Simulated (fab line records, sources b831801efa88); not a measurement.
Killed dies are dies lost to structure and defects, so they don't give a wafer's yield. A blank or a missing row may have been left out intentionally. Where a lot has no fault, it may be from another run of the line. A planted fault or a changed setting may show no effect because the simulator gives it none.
The tool behind it: which one? / flow sky130 / 36 wafers from 13 lots sampled at 5 of the route's 708 steps

WHAT THE GAUGES READ, wafer by wafer
SKY_SD_P_CD_MEAS_07: the cd target is 380 nm. Usual: 380.4 nm for cdNm, sd 2.3.
lot=L714; measured=day 25 17:56; on=cdSem-01; cdNm (nm)=378.9 377.2 380.1; flag=
lot=L718; measured=day 27 06:44; on=cdSem-02; cdNm (nm)=381.2 381.9 379.9; flag=
lot=L719; measured=day 27 21:05; on=cdSem-02; cdNm (nm)=376.9 380.8 382.2; flag=
lot=L722; measured=day 28 23:22; on=cdSem-02; cdNm (nm)=381.8 382.9 384.1; flag=
lot=L723; measured=day 29 09:31; on=cdSem-02; cdNm (nm)=379.6 379.7 381.1; flag=
lot=L724; measured=day 29 14:55; on=cdSem-01; cdNm (nm)=382.4 383.8 380.1; flag=
lot=L726; measured=day 30 05:01; on=cdSem-02; cdNm (nm)=380.8 380.3 378.1; flag=
lot=L727; measured=day 30 14:47; on=cdSem-02; cdNm (nm)=381.7 381.3 383.4; flag=
lot=L729; measured=day 31 06:43; on=cdSem-02; cdNm (nm)=381.7 381.8 381.4; flag=
lot=L732; measured=day 32 07:32; on=cdSem-02; cdNm (nm)=380.9 381.9 381.1; flag=
lot=L733; measured=day 33 01:40; on=cdSem-01; cdNm (nm)=380.2 380.9; flag=
lot=L734; measured=day 33 10:19; on=cdSem-01; cdNm (nm)=380.9 380.5; flag=
lot=L735; measured=day 33 12:04; on=cdSem-01; cdNm (nm)=377.2 379.9; flag=

SKY_RES_XHIGH_TW_MEAS_09. Usual: for RES_XHIGH_TW the level is 1643 and the standard deviation is 7.
lot=L714; measured=day 27 00:26; on=filmMetro-03; RES_XHIGH_TW=1642 1640 1645; flag=
lot=L718; measured=day 28 12:01; on=filmMetro-04; RES_XHIGH_TW=1646 1645 1645; flag=
lot=L719; measured=day 29 03:04; on=filmMetro-04; RES_XHIGH_TW=1644 1629 1626; flag=
lot=L722; measured=day 30 04:31; on=filmMetro-02; RES_XHIGH_TW=1651 1666 1653; flag=
lot=L723; measured=day 30 14:19; on=filmMetro-02; RES_XHIGH_TW=1650 1644 1650; flag=
lot=L724; measured=day 30 19:34; on=filmMetro-03; RES_XHIGH_TW=1649 1651 1667; flag=
lot=L726; measured=day 31 09:22; on=filmMetro-02; RES_XHIGH_TW=1642 1640 1633; flag=
lot=L727; measured=day 31 19:31; on=filmMetro-02; RES_XHIGH_TW=1634 1640 1642; flag=
lot=L729; measured=day 32 11:13; on=filmMetro-02; RES_XHIGH_TW=1635 1642 1638; flag=
lot=L732; measured=day 33 11:37; on=filmMetro-02; RES_XHIGH_TW=1635 1646 1643; flag=
lot=L733; measured=day 34 04:55; on=filmMetro-02; RES_XHIGH_TW=1630 1639; flag=
lot=L734; measured=day 34 13:28; on=filmMetro-03; RES_XHIGH_TW=1654 1656; flag=
lot=L735; measured=day 34 14:55; on=filmMetro-04; RES_XHIGH_TW=1643 1643; flag=

SKY_LI_CONTACT_CD_MEAS_12: the cd target is 170 nm. Usual: 170.3 nm for cdNm, sd 1.2.
lot=L714; measured=day 29 11:53; on=cdSem-02; cdNm (nm)=169.0 170.7 171.5; flag=
lot=L718; measured=day 30 22:29; on=cdSem-01; cdNm (nm)=169.8 168.5 168.2; flag=
lot=L719; measured=day 31 12:41; on=cdSem-01; cdNm (nm)=168.7 170.4 168.1; flag=
lot=L722; measured=day 32 13:34; on=cdSem-01; cdNm (nm)=169.3 169.4 168.6; flag=
lot=L723; measured=day 33 00:43; on=cdSem-01; cdNm (nm)=169.5 169.3 171.1; flag=
lot=L724; measured=day 33 04:46; on=cdSem-02; cdNm (nm)=169.0 169.2 169.1; flag=
lot=L726; measured=day 33 17:46; on=cdSem-01; cdNm (nm)=169.9 169.3 169.6; flag=
lot=L727; measured=day 34 03:53; on=cdSem-01; cdNm (nm)=171.9 171.5 169.0; flag=
lot=L729; measured=day 34 17:55; on=cdSem-01; cdNm (nm)=171.1 170.6 170.8; flag=
lot=L732; measured=day 35 18:47; on=cdSem-02; cdNm (nm)=170.1 169.8 170.9; flag=
lot=L733; measured=day 36 11:19; on=cdSem-01; cdNm (nm)=120.3 169.8; flag=OFF
lot=L734; measured=day 36 20:31; on=cdSem-01; cdNm (nm)=122.4 172.6; flag=OFF
lot=L735; measured=day 36 21:10; on=cdSem-02; cdNm (nm)=121.3 123.2; flag=OFF

TOOL THAT RAN EACH LOT (tool first, then ch and the chambers of the sampled wafers, then the start)
lot=L714; SKY_POLY_CUT_ETCH_11=rieDiel-04 ch 0,2, day 24 12:01; SKY_LI_CONTACT_EXPOSE_09=krfScanner-01 ch 0, day 28 22:09
lot=L718; SKY_POLY_CUT_ETCH_11=rieDiel-04 ch 0,1,2, day 26 01:37; SKY_LI_CONTACT_EXPOSE_09=krfScanner-01 ch 0, day 30 09:05
lot=L719; SKY_POLY_CUT_ETCH_11=rieDiel-01 ch 1,2, day 26 16:34; SKY_LI_CONTACT_EXPOSE_09=krfScanner-01 ch 0, day 30 22:47
lot=L722; SKY_POLY_CUT_ETCH_11=rieDiel-02 ch 0,3, day 27 18:13; SKY_LI_CONTACT_EXPOSE_09=krfScanner-01 ch 0, day 31 23:35
lot=L723; SKY_POLY_CUT_ETCH_11=rieDiel-01 ch 0,3, day 28 05:16; SKY_LI_CONTACT_EXPOSE_09=krfScanner-02 ch 0, day 32 10:44
lot=L724; SKY_POLY_CUT_ETCH_11=rieDiel-02 ch 2,3, day 28 10:55; SKY_LI_CONTACT_EXPOSE_09=krfScanner-02 ch 0, day 32 15:58
lot=L726; SKY_POLY_CUT_ETCH_11=rieDiel-02 ch 1,3, day 29 00:34; SKY_LI_CONTACT_EXPOSE_09=krfScanner-02 ch 0, day 33 04:10
lot=L727; SKY_POLY_CUT_ETCH_11=rieDiel-01 ch 0,1,2, day 29 10:28; SKY_LI_CONTACT_EXPOSE_09=krfScanner-01 ch 0, day 33 14:45
lot=L729; SKY_POLY_CUT_ETCH_11=rieDiel-04 ch 1,2,3, day 30 03:07; SKY_LI_CONTACT_EXPOSE_09=krfScanner-01 ch 0, day 34 05:01
lot=L732; SKY_POLY_CUT_ETCH_11=rieDiel-02 ch 0,1,2, day 31 04:16; SKY_LI_CONTACT_EXPOSE_09=krfScanner-01 ch 0, day 35 06:04
lot=L733; SKY_POLY_CUT_ETCH_11=rieDiel-02 ch 1,3, day 31 21:28; SKY_LI_CONTACT_EXPOSE_09=krfScanner-01 ch 0, day 35 22:13
lot=L734; SKY_POLY_CUT_ETCH_11=rieDiel-02 ch 1,3, day 32 07:10; SKY_LI_CONTACT_EXPOSE_09=krfScanner-01 ch 0, day 36 07:28
lot=L735; SKY_POLY_CUT_ETCH_11=rieDiel-01 ch 0,1, day 32 09:16; SKY_LI_CONTACT_EXPOSE_09=krfScanner-01 ch 0, day 36 07:52
- SKY_POLY_CUT_ETCH_11: etches Si3N4 in CF4/CH2F2/Ar, stops on poly-Si, time 42.5 s, target depth 60 nm.
- SKY_LI_CONTACT_EXPOSE_09: exposes mask LICM1, target cd 170 nm.

WHAT THE TOOLS THEMSELVES READ (means of the sampled wafers that have a number; where no wafer has one, the mark that the record gives instead)
SKY_POLY_CUT_ETCH_11. Usual: drypumpMotorCurrentA 5.6 A, standard deviation 0.46; oesProductAu 0.830 a.u., standard deviation 0.0071; rfFwdPowerW 593.8 W, standard deviation 2.1; throttleValvePct 14.993 %, standard deviation 0.0088.
lot=L714; tool=rieDiel-04; drypumpMotorCurrentA (A)=5.5; oesProductAu (a.u.)=0.835; rfFwdPowerW (W)=590.1; throttleValvePct (%)=14.988; flag=
lot=L718; tool=rieDiel-04; drypumpMotorCurrentA (A)=5.4; oesProductAu (a.u.)=0.835; rfFwdPowerW (W)=591.6; throttleValvePct (%)=14.999; flag=
lot=L719; tool=rieDiel-01; drypumpMotorCurrentA (A)=5.1; oesProductAu (a.u.)=0.829; rfFwdPowerW (W)=593.6; throttleValvePct (%)=15.000; flag=
lot=L722; tool=rieDiel-02; drypumpMotorCurrentA (A)=6.3; oesProductAu (a.u.)=0.834; rfFwdPowerW (W)=594.0; throttleValvePct (%)=14.988; flag=
lot=L723; tool=rieDiel-01; drypumpMotorCurrentA (A)=5.4; oesProductAu (a.u.)=0.835; rfFwdPowerW (W)=594.8; throttleValvePct (%)=14.998; flag=
lot=L724; tool=rieDiel-02; drypumpMotorCurrentA (A)=6.1; oesProductAu (a.u.)=0.831; rfFwdPowerW (W)=595.2; throttleValvePct (%)=14.996; flag=
lot=L726; tool=rieDiel-02; drypumpMotorCurrentA (A)=5.8; oesProductAu (a.u.)=0.826; rfFwdPowerW (W)=592.3; throttleValvePct (%)=14.994; flag=
lot=L727; tool=rieDiel-01; drypumpMotorCurrentA (A)=5.3; oesProductAu (a.u.)=0.831; rfFwdPowerW (W)=591.4; throttleValvePct (%)=14.988; flag=
lot=L729; tool=rieDiel-04; drypumpMotorCurrentA (A)=5.2; oesProductAu (a.u.)=0.832; rfFwdPowerW (W)=592.4; throttleValvePct (%)=14.994; flag=
lot=L732; tool=rieDiel-02; drypumpMotorCurrentA (A)=5.8; oesProductAu (a.u.)=0.821; rfFwdPowerW (W)=594.9; throttleValvePct (%)=14.993; flag=
lot=L733; tool=rieDiel-02; drypumpMotorCurrentA (A)=5.9; oesProductAu (a.u.)=0.830; rfFwdPowerW (W)=595.9; throttleValvePct (%)=14.987; flag=
lot=L734; tool=rieDiel-02; drypumpMotorCurrentA (A)=5.9; oesProductAu (a.u.)=0.824; rfFwdPowerW (W)=595.2; throttleValvePct (%)=14.988; flag=
lot=L735; tool=rieDiel-01; drypumpMotorCurrentA (A)=5.2; oesProductAu (a.u.)=0.824; rfFwdPowerW (W)=595.2; throttleValvePct (%)=14.988; flag=

SKY_LI_CONTACT_EXPOSE_09. Usual: 0.0 nm for focusOffsetNm, sd 0.53.
lot=L714; tool=krfScanner-01; focusOffsetNm (nm)=-0.3; flag=
lot=L718; tool=krfScanner-01; focusOffsetNm (nm)=0.3; flag=
lot=L719; tool=krfScanner-01; focusOffsetNm (nm)=0.1; flag=
lot=L722; tool=krfScanner-01; focusOffsetNm (nm)=0.0; flag=
lot=L723; tool=krfScanner-02; focusOffsetNm (nm)=0.1; flag=
lot=L724; tool=krfScanner-02; focusOffsetNm (nm)=-0.2; flag=
lot=L726; tool=krfScanner-02; focusOffsetNm (nm)=0.1; flag=
lot=L727; tool=krfScanner-01; focusOffsetNm (nm)=0.1; flag=
lot=L729; tool=krfScanner-01; focusOffsetNm (nm)=-0.6; flag=
lot=L732; tool=krfScanner-01; focusOffsetNm (nm)=0.0; flag=
lot=L733; tool=krfScanner-01; focusOffsetNm (nm)=0.0; flag=
lot=L734; tool=krfScanner-01; focusOffsetNm (nm)=0.6; flag=
lot=L735; tool=krfScanner-01; focusOffsetNm (nm)=-0.3; flag=

THE ANSWER, worked out from the rows above alone
Rule: lot off if the mean of its wafers having a number is beyond 3 standard deviations from the usual mean. A lot without any number at a reading at which 4 lots or more have one is off too. The other lots that the step has rows for count as sound. The gauges are gone through in route order, then the tools' own readings, and for those a lot's mean is taken as printed above. The first step at which some lot is off is used, and at that step the reading that is off furthest; a lot without a number counts as furthest.
Off at SKY_LI_CONTACT_CD_MEAS_12 (cdNm): L733, L734, L735.
A tool fits if, at a process step before that reading, it ran every lot that is off, and no sound lot after the first of them. The gauges at SKY_LI_CONTACT_CD_MEAS_12 are tried like those tools. One fits: krfScanner-01 at SKY_LI_CONTACT_EXPOSE_09. A fault onset in the window from L732 (day 35 06:04, its last sound lot) to L733 (day 35 22:13, its first lot off) fits.

WHAT THE SIMULATOR HAD PUT IN
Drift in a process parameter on krfScanner-01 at SKY_LI_CONTACT_EXPOSE_09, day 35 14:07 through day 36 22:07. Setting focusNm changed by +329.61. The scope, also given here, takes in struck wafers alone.
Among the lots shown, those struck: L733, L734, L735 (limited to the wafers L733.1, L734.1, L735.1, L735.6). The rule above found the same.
